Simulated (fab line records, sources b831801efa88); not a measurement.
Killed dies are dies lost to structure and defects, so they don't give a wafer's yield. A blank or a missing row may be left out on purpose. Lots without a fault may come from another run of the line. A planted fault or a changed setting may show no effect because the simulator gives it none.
One fault seen from 2 desks | flow gf180mcu | each desk has only its own numbers; what lay behind them comes last

THE METROLOGY DESK
What the gauges read, lot by lot, whatever tool the lot ran on: means of the sampled wafers that have a number. A lot is out of limits, marked OUT, if its mean lies more than 4 standard deviations from the usual mean; the brackets give that distance.
Columns: A = cd_nm at GF_M3_CD_MEAS_14, usual 280.0 nm; B = V3_CVD_02_THK at GF_V3_THK_MEAS_03, usual 851 nm
lot  | first seen here | A     | B
L518 | day 21 16:22    | 281.1 | 856
L519 | day 22 02:19    | 279.9 | 863
L521 | day 22 17:45    | 278.9 | 852
L522 | day 23 06:27    | 279.2 | 868
L523 | day 23 12:46    | 277.5 | 868
L524 | day 23 19:19    | 279.5 | 853
L526 | day 24 15:20    | 280.9 | 848
L529 | day 25 13:00    | 278.3 | 853
L528 | day 25 14:18    | 280.0 | 844
L530 | day 25 23:45    | 281.0 | 846
L531 | day 26 08:38    | 280.1 | 847
L532 | day 26 21:10    | 279.5 | 846
L534 | day 27 14:35    | 278.4 | 845
L537 | day 28 02:46    | 281.1 | 852
This desk's finding: nothing out of limits on any of the 14 lots.

THE TOOL OWNER'S DESK: litho_track-01
The tool's own readings at GF_V3_PEB_12 (peb time 90 s): means of the sampled wafers that have a number, for each lot that ran on this tool. A lot is out of limits, marked OUT, if its mean lies more than 4 standard deviations from the usual mean; the brackets give that distance.
Columns: A = heater_power_total_W at GF_V3_PEB_12, usual 85.69 W; B = plate_temp_C at GF_V3_PEB_12, usual 134.99 C
lot  | first seen here | A                | B
L524 | day 24 18:27    | 85.77            | 135.05
L529 | day 26 11:37    | 85.65            | 134.93
L531 | day 27 05:49    | 85.65            | 134.92
L534 | day 28 11:21    | 86.35 (+8.1) OUT | 135.81 (+5.5) OUT
L537 | day 28 23:11    | 86.30 (+7.4) OUT | 136.16 (+7.8) OUT
This desk's finding: out of limits on L534, L537; first on L534, day 28 11:21 (heater_power_total_W at GF_V3_PEB_12). In limits: L524, L529, L531.

PUT TOGETHER
The tool owner's desk could have raised an alarm at day 28 11:21, on L534, L537.
The metrology desk saw nothing out of limits.
The metrology desk has L534, L537 on record, within its limits.
Of the lots named, all ran GF_V3_PEB_12 on litho_track-01.

WHAT THE SIMULATOR HAD PUT IN
Process parameter drift: litho_track-01, from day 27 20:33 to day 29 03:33, at GF_V3_PEB_12. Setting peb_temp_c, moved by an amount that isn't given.
Lots struck among those shown: L534, L537.
Hours from the fault's start to each desk's first reading out of limits: the tool owner's desk, 15.
